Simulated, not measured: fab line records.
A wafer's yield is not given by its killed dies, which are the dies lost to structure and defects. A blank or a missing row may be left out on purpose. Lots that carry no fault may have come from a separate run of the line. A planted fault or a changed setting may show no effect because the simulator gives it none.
Check of tool commonality -- flow gf180mcu -- Sample size 14 lots and 42 wafers

## WHY IT WAS OPENED
Flagged at GF_PSD_CD_MEAS_07: reading cdNm, on 4 of 14 lots. No-fault wafers: 399.5 nm, standard deviation 2.3.
Rule: a lot is flagged when every wafer of it that has a number lies more than 4 standard deviations from that mean, or none has a number. The rest of the lots are taken to be sound.

lot,measured,on,"cdNm (nm), wafer by wafer",flag
L288,day 14 20:01,cdSem-01,405.2 405.0 405.1,
L289,day 15 06:17,cdSem-01,399.0 398.3 399.7,
L290,day 15 07:49,cdSem-02,398.1 400.0 397.9,
L291,day 15 17:25,cdSem-02,400.6 400.6 399.8,
L293,day 16 16:52,cdSem-01,400.6 398.4 400.6,
L294,day 16 22:29,cdSem-01,400.3 400.2 398.8,
L296,day 17 12:27,cdSem-02,412.7 415.0 413.5,FLAGGED
L295,day 17 13:35,cdSem-01,411.4 411.1 412.0,FLAGGED
L297,day 17 21:15,cdSem-01,412.3 412.6 414.3,FLAGGED
L298,day 18 03:18,cdSem-01,410.3 410.5 410.3,FLAGGED
L299,day 18 10:58,cdSem-02,399.7 398.8 397.0,
L306,day 21 02:02,cdSem-01,398.6 395.3 396.2,
L308,day 21 18:05,cdSem-01,398.6 395.0 396.8,
L310,day 22 12:10,cdSem-02,399.8 403.1 401.4,
The mean of the flagged lots' numbers is 412.2 nm, +12.7 nm from the usual (+6 standard deviations).

## WHICH TOOL EACH LOT WENT THROUGH
The record holds 1 process step before the reading, out of a route of 602 steps. In each cell: the tool, then ch and the chambers that the sampled wafers went through, then the start.
lot,flag,GF_PSD_EXPOSE_04
L288,,"ilineStepper-01 ch 0, day 14 09:14"
L289,,"ilineStepper-02 ch 0, day 14 19:39"
L290,,"ilineStepper-01 ch 0, day 14 21:20"
L291,,"ilineStepper-02 ch 0, day 15 06:23"
L293,,"ilineStepper-01 ch 0, day 16 05:16"
L294,,"ilineStepper-01 ch 0, day 16 11:08"
L296,FLAGGED,"ilineStepper-01 ch 0, day 17 01:01"
L295,FLAGGED,"ilineStepper-01 ch 0, day 17 02:05"
L297,FLAGGED,"ilineStepper-01 ch 0, day 17 09:51"
L298,FLAGGED,"ilineStepper-01 ch 0, day 17 15:25"
L299,,"ilineStepper-02 ch 0, day 17 23:41"
L306,,"ilineStepper-02 ch 0, day 20 13:38"
L308,,"ilineStepper-02 ch 0, day 21 06:19"
L310,,"ilineStepper-02 ch 0, day 22 01:04"
What these steps do:
- GF_PSD_EXPOSE_04: exposes mask Pplus, target cd 400 nm.
- GF_PSD_CD_MEAS_07: target cd 400 nm.

## FLAGGED AGAINST TOTAL, ONE TOOL AT A TIME (gauges that did the reading follow at the end)
step,tool,lots run,flagged,share of the flagged lots,sound lots run after its first flagged lot
GF_PSD_EXPOSE_04,ilineStepper-01,8,4,all,0
GF_PSD_EXPOSE_04,ilineStepper-02,6,0,none,-
GF_PSD_CD_MEAS_07,cdSem-01,9,3,some,"2 (L306,L308)"
GF_PSD_CD_MEAS_07,cdSem-02,5,1,some,"2 (L299,L310)"

## WHAT THE TABLE PERMITS
Rows of the table that ran each flagged lot: 1, that is ilineStepper-01 at GF_PSD_EXPOSE_04.
- ilineStepper-01 at GF_PSD_EXPOSE_04 ran 8 lots, 4 of them flagged. Its last sound lot is L294 (day 16 11:08), its first flagged lot L296 (day 17 01:01): a fault that began between those two fits. Its own readings (exposureDoseMJCm2) fall more than 4 standard deviations out on all wafers of the flagged lots.
Just one tool remains: ilineStepper-01 at GF_PSD_EXPOSE_04.

## WHAT THE SIMULATOR HAD PUT IN
Process parameter drift: ilineStepper-01, from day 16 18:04 on, at GF_PSD_EXPOSE_04. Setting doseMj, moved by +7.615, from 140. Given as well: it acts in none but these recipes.
Lots struck among those shown: L296, L295, L297, L298. This agrees with what the rule above found.
